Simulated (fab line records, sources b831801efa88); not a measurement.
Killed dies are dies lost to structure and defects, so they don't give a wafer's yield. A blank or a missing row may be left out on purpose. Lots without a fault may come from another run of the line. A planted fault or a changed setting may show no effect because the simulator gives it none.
fab line records | flow sfq_line
record lots=5 wafers=15 last_day=87
route steps=325 shown M3@122 I3@133 M4@148
lots that met no fault: from a run of the same line without faults
start_h: hours from the record's first day to the start of the lot's first wafer shown | wait_h: hours since the lot's step before | " the same as in the row above | L1.1+2: a row that stands for several wafers | - no value, or no start given | * or withheld: withheld | < > ~ a bound
route shown NAME@n: a module of which the file shows steps, and the number in the route of the first | usual: mean/standard deviation of fault-free wafers | same: alike in all rows | chamber/n: place in a boat | sites: the reading at each site | _std_site: their standard deviation | _edge_site: outer sites' mean less inner sites' | radius_mm: how far each site lies from the wafer's centre | mask NAME#n: copy n | behind: the tool/chamber that last shaped the wafer | hold: why the lot was held/for how many hours/how that ended | device: the transistor (n, p or np) that didn't switch | end of line: the same wafers' tests at the end of the route | a step without rows: its recipe alone | killed: dies lost to structure and defects at the first sort, not the wafer's yield | map: a wafer's dies, x killed, . not, _ none there
set.NAME: the setting as run; set.NAME@STEP: as run at that earlier step | model.NAME: the simulator's own value behind a step, which no gauge read
lots at some steps of the route; a table a step, a row a wafer
services: from which hour (start_h, from the record's first day; less than 0 if before it) a tool's chamber was out of use, for how many hours, and why
## steps
# step SFQ_TRILAYER_M3_LITHO_COAT_080
# recipe resist=BARC spin_rpm=3000 resist_thk_nm=62
# step SFQ_TRILAYER_M3_LITHO_COAT_075
# recipe resist=KrF spin_rpm=3000 resist_thk_nm=600
# step SFQ_TRILAYER_M3_LITHO_SOFTBAKE_079
# recipe temp_c=withheld time_s=withheld resist=KrF
# step SFQ_TRILAYER_M3_LITHO_EXPOSE_076
# recipe mask_id=M3 na=0.6 source_shape=conventional sigma_outer=0.65 target_cd_nm=500 dose_mj=14.4
# step SFQ_TRILAYER_M3_LITHO_PEB_078
# recipe peb_temp_c=115 peb_time_s=60 resist=KrF
# step SFQ_TRILAYER_M3_LITHO_DEVELOP_077
# recipe time_s=60 resist=KrF
# step SFQ_M3_OVL_MEAS_921
# usual M3_OVL=-1/5.4
# columns lot.wafer tool chamber start_h wait_h M3_OVL[nm]
L146.2 overlay-01 - 1006.99 0.1 -7
L146.3 " - " " -5
L146.4 " - " " -4
L147.2 overlay-01 - 1017.79 0.1 -2
L147.5 " - " " -3
L147.6 " - " " -2
L154.1 overlay-01 - 1098.31 0.1 3
L154.2 " - " " 2
L154.6 " - " " 2
L162.2 overlay-01 - 1147.83 0.1 -3
L162.5 " - " " -3
L162.6 " - " " 3
L168.2 overlay-02 - 1199.55 0.1 0
L168.4 " - " " 1
L168.5 " - " " 3
# step SFQ_TRILAYER_M3_BARC_OPEN_METAL_ETCH_100
# recipe mask_material=PR chemistry=O2 target_depth_nm=125 target=BARC icp_w=600 bias_w=80 pressure_mtorr=10 time_s=41.7
# usual bias_w=80.00/0.24 drypump_motor_current_A=5.63/0.29 oes_product_au=0.686/0.0044
# columns lot.wafer tool chamber start_h wait_h bias_w drypump_motor_current_A oes_product_au rf_hours_counter_h
L146.2 rie_metal-03 0 1007.04 0.0 80.15 5.92 0.685 -
L146.3 " 0 " " 80.14 5.95 0.687 -
L146.4 " 0 " " 80.39 5.92 0.689 -
L147.2 rie_metal-04 0 1017.82 0.0 79.76 5.03 0.683 52
L147.5 " 0 " " 80.11 5.02 0.688 -
L147.6 " 1 " " 79.75 5.79 0.681 -
L154.1 rie_metal-04 0 1098.35 0.0 80.12 5.01 0.690 64
L154.2 " 1 " " 80.44 5.82 0.685 11
L154.6 " 0 " " 80.14 5.03 0.683 -
L162.2 rie_metal-02 1 1147.86 0.0 79.75 5.75 0.677 81
L162.5 " 0 " " 79.97 5.63 0.689 -
L162.6 " 1 " " 80.17 5.74 0.689 -
L168.2 rie_metal-04 0 1199.58 0.0 79.97 5.03 0.685 79
L168.4 " 1 " " 80.02 5.83 0.687 -
L168.5 " 0 " " 79.87 5.00 0.685 -
# step SFQ_TRILAYER_M3_ETCH_METAL_ETCH_078
# recipe target=Nb stop_on=SiO2 mask_material=PR chemistry=Cl2/Ar target_depth_nm=240 icp_w=600 bias_w=80 pressure_mtorr=10 time_s=120
# step SFQ_TRILAYER_M3_STRIP_STRIP_079
# recipe gas=O2 power_w=200 platen_temp_c=40 overash_fraction=0.65 chemistry=O2 pressure_mtorr=50
# usual drypump_motor_current_A=5.63/0.29 oes_product_au=1.000/0.012
# columns lot.wafer tool chamber start_h wait_h drypump_motor_current_A oes_product_au rf_hours_counter_h
L146.2 rie_metal-03 0 1007.59 0.4 5.93 0.992 -
L146.3 " 0 " " 5.94 0.997 -
L146.4 " 0 " " 5.91 0.987 -
L147.2 rie_metal-04 0 1018.01 0.1 5.01 1.005 52
L147.5 " 0 " " 5.02 1.002 -
L147.6 " 1 " " 5.80 1.012 -
L154.1 rie_metal-04 0 1098.53 0.1 5.03 1.003 64
L154.2 " 1 " " 5.86 1.000 11
L154.6 " 0 " " 5.03 1.017 -
L162.2 rie_metal-02 1 1148.04 0.1 5.74 0.993 82
L162.5 " 0 " " 5.61 1.000 -
L162.6 " 1 " " 5.77 0.982 -
L168.2 rie_metal-04 0 1199.76 0.1 5.01 1.020 79
L168.4 " 1 " " 5.80 1.003 -
L168.5 " 0 " " 5.00 1.010 -
# step SFQ_TRILAYER_M3_STRIP_SOLV_CLEAN_080
# recipe chemistry=NMP temp_c=70 time_s=600
# step SFQ_TRILAYER_I3_DEP_PECVD_081
# recipe material=SiO2 temp_c=150 time_s=111.11 pressure_torr=2.4 rf_w=183.3 precursor=SiH4/N2O target_thk_nm=500
# usual chamber_pressure_Torr=2.400/0.0049 heater_power_w=88/17 throttle_valve_pct=25.7/1.4
# columns lot.wafer tool chamber start_h wait_h chamber_pressure_Torr heater_power_w since_wet_clean_h throttle_valve_pct
L146.2 pecvd-04 1 1008.77 0.0 2.401 98 801 25.4
L146.3 " 2 " " 2.401 69 801 26.0
L146.4 " 1 " " 2.396 79 - 25.5
L147.2 pecvd-04 1 1018.78 0.0 2.405 92 811 25.2
L147.5 " 0 " " 2.405 88 - 24.4
L147.6 " 1 " " 2.397 95 - 25.4
L154.1 pecvd-03 2 1099.31 0.0 2.406 106 522 24.6
L154.2 " 1 " " 2.395 133 522 24.7
L154.6 " 2 " " 2.400 109 - 25.0
L162.2 pecvd-04 2 1148.81 0.0 2.400 71 941 26.2
L162.5 " 0 " " 2.400 79 - 25.3
L162.6 " 1 " " 2.398 93 - 25.9
L168.2 pecvd-04 2 1200.54 0.0 2.403 64 992 26.4
L168.4 " 0 " " 2.403 82 - 25.4
L168.5 " 2 " " 2.409 68 - 26.5
# step SFQ_TRILAYER_I3_CMP_CMP_082
# recipe material=SiO2 down_force_psi=3 platen_rpm=60 pad_velocity_m_s=0.94248
# usual edge_zone_pressure_frac=1.001/0.0047 motor_current_A=10.0/1.5 platen_rpm=60.01/0.045 time_to_endpoint_s=218/7.1
# columns lot.wafer tool chamber start_h wait_h edge_zone_pressure_frac motor_current_A platen_rpm time_to_endpoint_s model.SiO2_of_TRILAYER_I3_DEP_PECVD_081.thk_nm
L146.2 cmp-02 3 1011.50 2.7 0.996 9.1 60.03 222 199.8
L146.3 " 0 " " 0.997 10.0 60.04 219 200.4
L146.4 " 1 " " 1.000 11.9 60.00 220 199.9
L147.2 cmp-02 0 1018.86 0.0 1.000 9.9 59.99 209 198.7
L147.6 " 0 1020.86 2.0 0.997 10.2 60.03 215 199.5
L147.5 " 1 " " 1.008 11.7 60.01 219 200.6
L154.1 cmp-02 0 1103.30 4.0 0.999 9.5 59.97 202 219.5
L154.2 " 1 " " 0.994 11.9 59.92 223 199.9
L154.6 " 0 1105.30 5.9 1.001 9.9 59.97 208 219.8
L162.2 cmp-01 0 1159.10 10.2 0.998 9.2 59.98 222 199.4
L162.5 " 0 1161.10 12.2 0.995 8.4 60.00 216 200.1
L162.6 " 1 " " 0.998 10.1 59.95 234 199.4
L168.2 cmp-01 2 1205.13 4.5 0.992 8.4 60.03 216 199.6
L168.4 " 3 " " 1.001 12.6 59.98 222 201.1
L168.5 " 0 " " 1.003 8.8 60.03 220 199
# step SFQ_I3_BOW_MEAS_922
# recipe mode=bow
# usual I3_BOW=2/9.2
# columns lot.wafer tool chamber start_h wait_h I3_BOW[um]
L146.2 film_metro-01 - 1014.52 2.5 -7
L146.3 " - " " 6
L146.4 " - " " -10
L147.2 film_metro-03 - 1021.88 2.5 1
L147.5 " - " " 8
L147.6 " - " " 6
L154.1 film_metro-02 - 1106.30 2.5 -9
L154.2 " - " " -1
L154.6 " - " " 6
L162.2 film_metro-02 - 1162.12 2.5 -5
L162.5 " - " " 4
L162.6 " - " " 6
L168.2 film_metro-03 - 1207.15 1.5 20
L168.4 " - " " 22
L168.5 " - " " 20
# step SFQ_TRILAYER_I3_METRO_MEASURE_083
# usual thk_nm=200.3/0.99
# columns lot.wafer tool chamber start_h wait_h thk_nm
L146.2 film_metro-01 - 1014.82 0.3 199.8
L146.3 " - " " 200.3
L146.4 " - " " 199.9
L147.2 film_metro-03 - 1022.18 0.3 198.6
L147.5 " - " " 200.5
L147.6 " - " " 199.4
L154.1 film_metro-02 - 1106.42 0.1 219.3
L154.2 " - " " 199.9
L154.6 " - " " 219.7
L162.2 film_metro-02 - 1162.42 0.3 199.6
L162.5 " - " " 200.0
L162.6 " - " " 199.5
L168.2 film_metro-03 - 1207.45 0.3 199.5
L168.4 " - " " 201.0
L168.5 " - " " 198.9
# step SFQ_TRILAYER_I3_VIA_LITHO_COAT_090
# recipe resist=BARC spin_rpm=3000 resist_thk_nm=62
# step SFQ_TRILAYER_I3_VIA_LITHO_COAT_085
# recipe resist=KrF spin_rpm=3000 resist_thk_nm=650
# step SFQ_TRILAYER_I3_VIA_LITHO_SOFTBAKE_089
# recipe temp_c=withheld time_s=withheld resist=KrF
# step SFQ_TRILAYER_I3_VIA_LITHO_EXPOSE_086
# recipe mask_id=I3 na=0.6 source_shape=conventional sigma_outer=0.65 target_cd_nm=500 dose_mj=21.3
# step SFQ_TRILAYER_I3_VIA_LITHO_PEB_088
# recipe peb_temp_c=115 peb_time_s=60 resist=KrF
# step SFQ_TRILAYER_I3_VIA_LITHO_DEVELOP_087
# recipe time_s=60 resist=KrF
# step SFQ_I3_OVL_MEAS_923
# usual I3_OVL=-2/4.6
# columns lot.wafer tool chamber start_h wait_h I3_OVL[nm]
L146.2 overlay-02 - 1018.07 0.1 -1
L146.3 " - " " 0
L146.4 " - " " -2
L147.2 overlay-01 - 1025.51 0.1 -8
L147.5 " - " " -5
L147.6 " - " " -3
L154.1 overlay-01 - 1242.62 0.1 -7
L154.2 " - " " -5
L154.6 " - " " -8
L162.2 overlay-01 - 1287.03 0.1 4
L162.5 " - " " -2
L162.6 " - " " 2
L168.2 overlay-02 - 1327.76 0.1 6
L168.4 " - " " 5
L168.5 " - " " 5
# step SFQ_TRILAYER_I3_VIA_BARC_OPEN_VIA_ETCH_121
# recipe mask_material=PR chemistry=O2 target_depth_nm=125 target=BARC source_w=500 bias_w=80 pressure_mtorr=30 time_s=41.7
# usual bias_w=79.98/0.25 drypump_motor_current_A=5.7/0.49 oes_product_au=0.686/0.0048
# columns lot.wafer tool chamber start_h wait_h bias_w drypump_motor_current_A oes_product_au rf_hours_counter_h
L146.2 rie_diel-03 2 1018.10 0.0 79.82 6.7 0.687 13
L146.3 " 0 " " 79.96 6.1 0.690 13
L146.4 " 1 " " 79.76 5.3 0.685 13
L147.2 rie_diel-03 3 1025.54 0.0 80.13 6.3 0.682 9
L147.5 " 3 " " 80.23 6.3 0.682 -
L147.6 " 2 " " 80.23 6.7 0.688 -
L154.1 rie_diel-03 2 1242.66 0.0 80.29 6.7 0.690 17
L154.2 " 3 " " 80.00 6.3 0.690 12
L154.6 " 2 " " 80.47 6.7 0.689 -
L162.2 rie_diel-03 0 1287.06 0.0 79.36 6.1 0.679 17
L162.5 " 0 " " 79.41 6.1 0.686 -
L162.6 " 1 " " 80.10 5.3 0.694 -
L168.2 rie_diel-04 1 1327.79 0.0 79.89 6.0 0.687 15
L168.4 " 0 " " 80.12 5.3 0.688 13
L168.5 " 3 " " 80.07 5.4 0.692 -
# step SFQ_TRILAYER_I3_VIA_ETCH_VIA_ETCH_088
# recipe target=SiO2 stop_on=Nb mask_material=PR taper_deg=20 chemistry=CHF3 target_depth_nm=260 source_w=500 bias_w=80 pressure_mtorr=30 time_s=withheld
# usual bias_w=79.96/0.24 drypump_motor_current_A=5.7/0.49 oes_product_au=0.856/0.0053
# columns lot.wafer tool chamber start_h wait_h bias_w drypump_motor_current_A oes_product_au model.I3.feature_depth_nm model.etch.depth_nm
L146.2 rie_diel-03 2 1018.14 0.0 80.19 6.7 0.854 199.8 199.8
L146.3 " 0 " " 80.02 6.1 0.851 200.4 200.4
L146.4 " 1 " " 79.87 5.2 0.853 199.9 199.9
L147.2 rie_diel-03 3 1025.58 0.0 79.93 6.3 0.849 198.7 198.7
L147.5 " 3 " " 80.07 6.3 0.858 200.6 200.6
L147.6 " 2 " " 79.98 6.7 0.854 199.5 199.5
L154.1 rie_diel-03 2 1242.70 0.0 80.32 6.7 0.913 219.5 219.5
L154.2 " 3 " " 80.29 6.3 0.856 199.9 199.9
L154.6 " 2 " " 80.61 6.7 0.905 219.8 219.8
L162.2 rie_diel-03 0 1287.10 0.0 79.81 6.1 0.853 199.4 199.4
L162.5 " 0 " " 79.85 6.1 0.853 200.1 200.1
L162.6 " 1 " " 79.69 5.2 0.857 199.4 199.4
L168.2 rie_diel-04 1 1327.83 0.0 79.74 6.0 0.849 199.6 199.6
L168.4 " 0 " " 79.79 5.3 0.851 201.1 201.1
L168.5 " 3 " " 80.35 5.4 0.859 199 199
# step SFQ_TRILAYER_I3_VIA_STRIP_STRIP_089
# recipe gas=O2 power_w=200 platen_temp_c=40 overash_fraction=0.65 chemistry=O2 pressure_mtorr=50
# step SFQ_TRILAYER_I3_VIA_STRIP_SOLV_CLEAN_090
# recipe chemistry=NMP temp_c=70 time_s=600
# step SFQ_TRILAYER_M4_DEP_PRE_CLEAN_092
# recipe gas=Ar time_s=22.5 bias_v=250
# usual bias_v=249.8/2.4
# columns lot.wafer tool chamber start_h wait_h bias_v model.SiO2_of_TRILAYER_I3_DEP_PECVD_081.thk_nm
L146.2 pvd_sputter-04 - 1019.03 0.0 248.7 192.3
L146.3 " - " " 250.9 192.9
L146.4 " - " " 251.6 192.4
L147.2 pvd_sputter-06 - 1026.47 0.0 252.4 191.2
L147.5 " - " " 246.3 193.1
L147.6 " - " " 251.1 192
L154.1 pvd_sputter-05 - 1243.58 0.0 249.4 212
L154.2 " - " " 251.0 192.4
L154.6 " - " " 248.9 212.3
L162.2 pvd_sputter-06 - 1288.16 0.0 251.0 191.9
L162.5 " - " " 249.3 192.6
L162.6 " - " " 250.7 191.9
L168.2 pvd_sputter-05 - 1328.71 0.0 248.1 192.1
L168.4 " - " " 250.6 193.6
L168.5 " - " " 249.9 191.5
# step SFQ_TRILAYER_M4_DEP_SPUTTER_091
# recipe material=Nb base_pressure_pa=1.33e-06 chamber_pressure_pa=0.1333 substrate_temp_c=20 resputter_cathode_voltage_v=400 target_thk_nm=200 power_w=2000 time_s=133.3
# usual chamber_pressure_pa=0.13326/0.00029 throttle_valve_pct=30.4/1.2
# columns lot.wafer tool chamber start_h wait_h chamber_pressure_pa throttle_valve_pct
L146.2 pvd_sputter-04 - 1019.06 0.0 0.13298 29.0
L146.3 " - " " 0.13361 29.6
L146.4 " - " " 0.13367 31.1
L147.2 pvd_sputter-06 - 1026.49 0.0 0.13289 30.2
L147.5 " - " " 0.13332 29.9
L147.6 " - " " 0.13323 30.0
L154.1 pvd_sputter-05 - 1243.61 0.0 0.13312 31.8
L154.2 " - " " 0.13369 30.6
L154.6 " - " " 0.13293 30.3
L162.2 pvd_sputter-06 - 1288.19 0.0 0.13354 30.0
L162.5 " - " " 0.13316 29.8
L162.6 " - " " 0.13329 30.0
L168.2 pvd_sputter-05 - 1328.74 0.0 0.13327 30.5
L168.4 " - " " 0.13263 31.4
L168.5 " - " " 0.13336 30.4
## services
# columns tool chamber start_h hours kind
rie_diel-03 0 1023.52 5.6 repair
rie_metal-04 - 1031.07 0.6 repair
cmp-02 - 1032.43 1.6 repair
cmp-02 - 1033.72 5.7 repair
cmp-02 - 1043.75 20.8 pm
pecvd-04 - 1048.48 3.3 repair
rie_diel-03 0 1049.14 31.8 repair
pvd_sputter-05 - 1053.66 1.4 repair
rie_metal-04 1 1064.22 2.4 repair
pvd_sputter-06 - 1066.51 4.1 repair
pecvd-04 0 1078.29 7.4 repair
cmp-02 - 1089.09 2.7 repair
pecvd-04 - 1089.70 1.6 repair
cmp-02 - 1096.30 4.0 pm
pvd_sputter-05 - 1147.72 12.2 repair
rie_metal-04 1 1162.59 5.6 repair
pvd_sputter-06 - 1186.43 4.1 repair
rie_diel-03 1 1187.44 4.3 repair
pecvd-04 - 1230.18 1.5 repair
pvd_sputter-06 - 1254.02 0.6 repair
pecvd-04 2 1271.94 21.3 repair
pvd_sputter-05 - 1287.83 0.9 repair
pvd_sputter-06 - 1306.38 25.4 repair
rie_metal-04 - 1310.47 0.2 repair
## key
first_sign step=SFQ_TRILAYER_I3_METRO_MEASURE_083 reading=thk_nm direction=up sigmas=20 usual=200.3 struck=219.5
effect step=SFQ_TRILAYER_I3_VIA_ETCH_VIA_ETCH_088 reading=oes_product_au direction=up sigmas=10 usual=0.856 struck=0.909
model_effect step=SFQ_TRILAYER_I3_CMP_CMP_082 value=SiO2_of_TRILAYER_I3_DEP_PECVD_081.thk_nm without=199.6 struck=219.6
model_effect step=SFQ_TRILAYER_I3_VIA_ETCH_VIA_ETCH_088 value=I3.feature_depth_nm without=199.6 struck=219.6
model_effect step=SFQ_TRILAYER_M4_DEP_PRE_CLEAN_092 value=SiO2_of_TRILAYER_I3_DEP_PECVD_081.thk_nm without=192.1 struck=212.1
met_at SFQ_TRILAYER_I3_CMP_CMP_082
struck_wafers L154.1,L154.6
onset_between 1018.86 1103.30
fault kind=process_parameter_drift tool=cmp-02 chamber=0 onset_h=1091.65 steps=SFQ_TRILAYER_I3_CMP_CMP_082 channel=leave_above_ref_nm offset=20 shape=step end_h=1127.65 acts_in=these_recipes_only stated=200
